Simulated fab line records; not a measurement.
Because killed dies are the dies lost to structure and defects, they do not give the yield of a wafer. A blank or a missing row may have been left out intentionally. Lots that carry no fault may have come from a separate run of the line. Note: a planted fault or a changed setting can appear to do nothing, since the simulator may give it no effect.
Which tool is to blame? -- flow sky130 -- 14 lots, 42 wafers sampled, at 5 steps of a route of 708

## WHAT THE GAUGES SHOWED, per wafer
SKY_VT_ADJUST_NCORE_TW_MEAS_11. Usual: for VT_ADJUST_NCORE_TW the level is 217.1 and the standard deviation is 1.7.
lot,measured,on,VT_ADJUST_NCORE_TW,flag
L359,day 8 11:26,film metro-03,216.4 217.6 217.4,
L361,day 9 07:16,film metro-04,214.9 216.0 215.9,
L362,day 9 08:56,film metro-01,217.7 219.0 217.7,
L363,day 9 15:15,film metro-01,217.0 217.2 218.3,
L364,day 10 01:25,film metro-04,215.9 216.9 216.8,
L369,day 11 10:26,film metro-03,218.7 218.5 218.7,
L370,day 11 15:24,film metro-04,215.9 216.0 215.7,
L371,day 11 20:20,film metro-04,216.4 214.8 216.1,
L376,day 13 19:45,film metro-03,218.9 220.1 218.8,
L378,day 14 14:18,film metro-04,214.9 214.4 216.0,
L379,day 14 18:54,film metro-04,214.1 214.6 213.2,
L380,day 14 20:00,film metro-01,218.7 216.1 217.5,
L381,day 15 01:40,film metro-04,214.5 214.0 216.3,
L382,day 15 14:03,film metro-03,217.0 216.6 217.6,

SKY_VT_ADJUST_HVTR_OVL_MEAS_08. Usual: for VT_ADJUST_HVTR_OVL the level is 0.2 nm and the standard deviation is 1.2.
lot,measured,on,VT_ADJUST_HVTR_OVL (nm),flag
L359,day 9 08:05,overlay-02,0.3 0.6 -0.3,
L361,day 10 05:03,overlay-01,-2.2 -0.3 -1.6,
L362,day 10 06:54,overlay-01,-0.1 0.8 -0.4,
L363,day 10 13:30,overlay-01,0.5 -0.5 -1.0,
L364,day 11 00:13,overlay-02,0.4 0.1 -0.1,
L369,day 12 10:08,overlay-01,-0.5 -1.4 -2.2,
L370,day 12 15:36,overlay-01,0.4 2.5 2.9,
L371,day 12 20:36,overlay-01,1.5 0.7 -0.2,
L376,day 14 21:58,overlay-02,-0.1 -1.5 -0.6,
L378,day 15 17:16,overlay-01,-0.2 -0.2 0.8,
L379,day 15 22:18,overlay-02,1.1 -0.3 0.4,
L380,day 15 23:50,overlay-01,-0.8 2.0 2.4,
L381,day 16 04:53,overlay-02,3.3 1.1 1.5,
L382,day 16 17:43,overlay-01,0.2 1.2 2.7,

SKY_SONOS_ONO_CD_MEAS_13: target cd 410 nm. Usual: cd nm at 410.7 nm, with a standard deviation of 2.3.
lot,measured,on,cd nm (nm),flag
L359,day 12 12:29,cd sem-02,411.2 412.2 411.1,
L361,day 13 11:23,cd sem-02,408.3 409.2 410.8,
L362,day 13 14:36,cd sem-01,413.1 415.5 413.3,
L363,day 13 20:17,cd sem-01,409.1 410.8 411.1,
L364,day 14 05:33,cd sem-01,414.4 414.6 414.6,
L369,day 15 21:47,cd sem-02,411.3 409.6 408.1,
L370,day 16 04:25,cd sem-01,408.8 406.9 407.3,
L371,day 16 11:12,cd sem-01,409.3 409.2 412.0,
L376,day 18 19:31,cd sem-02,414.6 413.3 413.2,
L378,day 19 15:20,cd sem-02,409.7 408.9 407.6,
L379,day 19 16:32,cd sem-01,409.8 409.0 409.1,
L380,day 19 20:42,cd sem-01,397.5 372.1 384.6,OFF
L381,day 20 03:33,cd sem-02,384.5 366.5 362.3,OFF
L382,day 20 16:08,cd sem-01,412.2 413.8 413.1,

SKY_GATE_OXIDE_THK_MEAS_02. Usual: for GATE_OXIDE_OXIDATION_00_THK the level is 10.32 nm and the standard deviation is 0.19.
lot,measured,on,GATE_OXIDE_OXIDATION_00_THK (nm),flag
L359,day 12 16:04,film metro-01,10.01 9.96 9.96,
L361,day 13 13:40,film metro-01,10.46 10.32 10.28,
L362,day 13 18:02,film metro-02,10.34 10.14 10.03,
L363,day 13 23:37,film metro-04,10.23 10.35 10.09,
L364,day 14 09:59,film metro-01,10.53 10.42 10.45,
L369,day 16 00:31,film metro-04,10.68 10.64 10.58,
L370,day 16 07:15,film metro-02,10.54 10.49 10.49,
L371,day 16 15:58,film metro-04,10.50 10.49 10.41,
L376,day 18 21:23,film metro-01,10.15 10.21 10.53,
L378,day 19 17:55,film metro-01,10.44 10.42 10.54,
L379,day 19 18:37,film metro-01,10.24 10.20 10.15,
L380,day 19 22:35,film metro-04,10.48 10.33 10.42,
L381,day 20 05:25,film metro-04,10.37 10.31 10.45,
L382,day 20 18:01,film metro-04,10.57 10.32 10.25,

## TOOL THAT RAN EACH LOT (tool first, then ch and the chambers of the sampled wafers, then the start)
lot,SKY_SONOS_ONO_EXPOSE_10
L359,"iline stepper-01 ch 0, day 12 00:03"
L361,"iline stepper-02 ch 0, day 12 22:09"
L362,"iline stepper-01 ch 0, day 13 01:43"
L363,"iline stepper-01 ch 0, day 13 08:02"
L364,"iline stepper-02 ch 0, day 13 17:16"
L369,"iline stepper-02 ch 0, day 15 07:48"
L370,"iline stepper-02 ch 0, day 15 14:34"
L371,"iline stepper-01 ch 0, day 15 21:55"
L376,"iline stepper-01 ch 0, day 18 04:34"
L378,"iline stepper-02 ch 0, day 18 23:38"
L379,"iline stepper-02 ch 0, day 19 00:44"
L380,"iline stepper-01 ch 0, day 19 04:24"
L381,"iline stepper-01 ch 0, day 19 12:31"
L382,"iline stepper-02 ch 0, day 20 01:07"
- SKY_SONOS_ONO_EXPOSE_10: exposes mask ONOM, target cd 410 nm.

## AS READ BY THE TOOLS THEMSELVES (means over the sampled wafers that have a number; for cases with no such wafer, the mark the record gives instead)
The record holds no such reading with a usual standard deviation.

## THE ANSWER, worked out from the rows above alone
Rule: a lot is off if the mean of its wafers that have a number lies more than 3 standard deviations from the usual mean. Also off: a lot with no number at a reading for which 4 or more lots have one. Any other lot the step has rows for is counted as sound. Order of review: gauges by route order, followed by the tools' own readings, for which a lot's mean as printed above is used. At the first step where some lot is off, the reading lying furthest off is the one used; lots without a number count as furthest.
Off: L380, L381 (SKY_SONOS_ONO_CD_MEAS_13, cd nm).
A tool fits if, at a process step before that reading, it ran every lot that is off, and no sound lot after the first of them. Gauges at SKY_SONOS_ONO_CD_MEAS_13: tried the same way as those tools. One candidate fits, namely iline stepper-01 at SKY_SONOS_ONO_EXPOSE_10. A fault onset in the window from L376 (day 18 04:34, its last sound lot) to L380 (day 19 04:24, its first lot off) fits.

## WHAT THE SIMULATOR PUT IN
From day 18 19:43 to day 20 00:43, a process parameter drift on iline stepper-01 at SKY_SONOS_ONO_EXPOSE_10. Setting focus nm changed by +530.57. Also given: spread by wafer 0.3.
Shown lots that were struck: L380, L381. The rule above found the same.
